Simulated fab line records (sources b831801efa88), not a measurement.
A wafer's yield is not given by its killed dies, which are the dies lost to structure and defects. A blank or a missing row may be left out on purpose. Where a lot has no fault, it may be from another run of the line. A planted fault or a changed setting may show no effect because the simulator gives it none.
One fault seen from 2 desks -- flow gf180mcu -- each desk holds nothing but its own numbers, with what lay behind them at the end

FOR THE TOOL OWNER'S DESK: plasma-asher-03
The tool's own readings at GF_TOP_METAL_STRIP_17 (strips in O2/N2): means of the sampled wafers that have a number, for each lot that ran on this tool. Marked OUT: a lot whose mean sits more than 4 standard deviations from the usual mean, which makes it out of limits; the brackets give that distance.
Columns: A = drypump-motor-current-A at GF_TOP_METAL_STRIP_17, usual 5.9 A; B = heater-power-w at GF_TOP_METAL_STRIP_17, usual 340 W; C = oes-product-au at GF_TOP_METAL_STRIP_17, usual 0.710 a.u.; D = strip-time-to-endpoint-s at GF_TOP_METAL_STRIP_17, usual 12.93 s
lot,first seen here,A,B,C,D
L684,day 29 01:30,6.5,318,0.711,12.86
L686,day 29 11:44,6.1,331,0.710,13.09
L687,day 29 23:50,6.1,333,0.712,12.97
L698,day 32 21:36,5.9,340,0.710,12.93
Result from this desk: across the 4 lots, nothing is out of limits.

FROM THE METROLOGY DESK
What the gauges read for every lot (on any tool): the sampled wafers with a number, averaged. Marked OUT: a lot whose mean sits more than 4 standard deviations from the usual mean, which makes it out of limits; the brackets give that distance.
Columns: A = V5_W_THK at GF_V5_THK_MEAS_25, usual 351 nm; B = TOP_METAL_ALCU_THK at GF_TOP_METAL_THK_MEAS_06, usual 890 nm
lot,first seen here,A,B
L684,day 28 05:38,346,879
L685,day 28 11:01,356,891
L686,day 28 16:08,354,887
L687,day 29 03:42,343,903
L688,day 29 10:49,349,885
L689,day 29 15:47,349,889
L690,day 30 01:37,350,892
L698,day 32 04:38,363,896
L700,day 32 16:02,344,894
L701,day 32 23:34,349,894
L702,day 33 03:38,352,882
L703,day 33 08:37,363,888
L704,day 33 11:15,348,897
Result from this desk: across the 13 lots, nothing is out of limits.

TAKEN TOGETHER
The desk of the tool owner found nothing out of limits.
The metrology desk saw nothing out of limits.

WHAT THE SIMULATOR PUT IN
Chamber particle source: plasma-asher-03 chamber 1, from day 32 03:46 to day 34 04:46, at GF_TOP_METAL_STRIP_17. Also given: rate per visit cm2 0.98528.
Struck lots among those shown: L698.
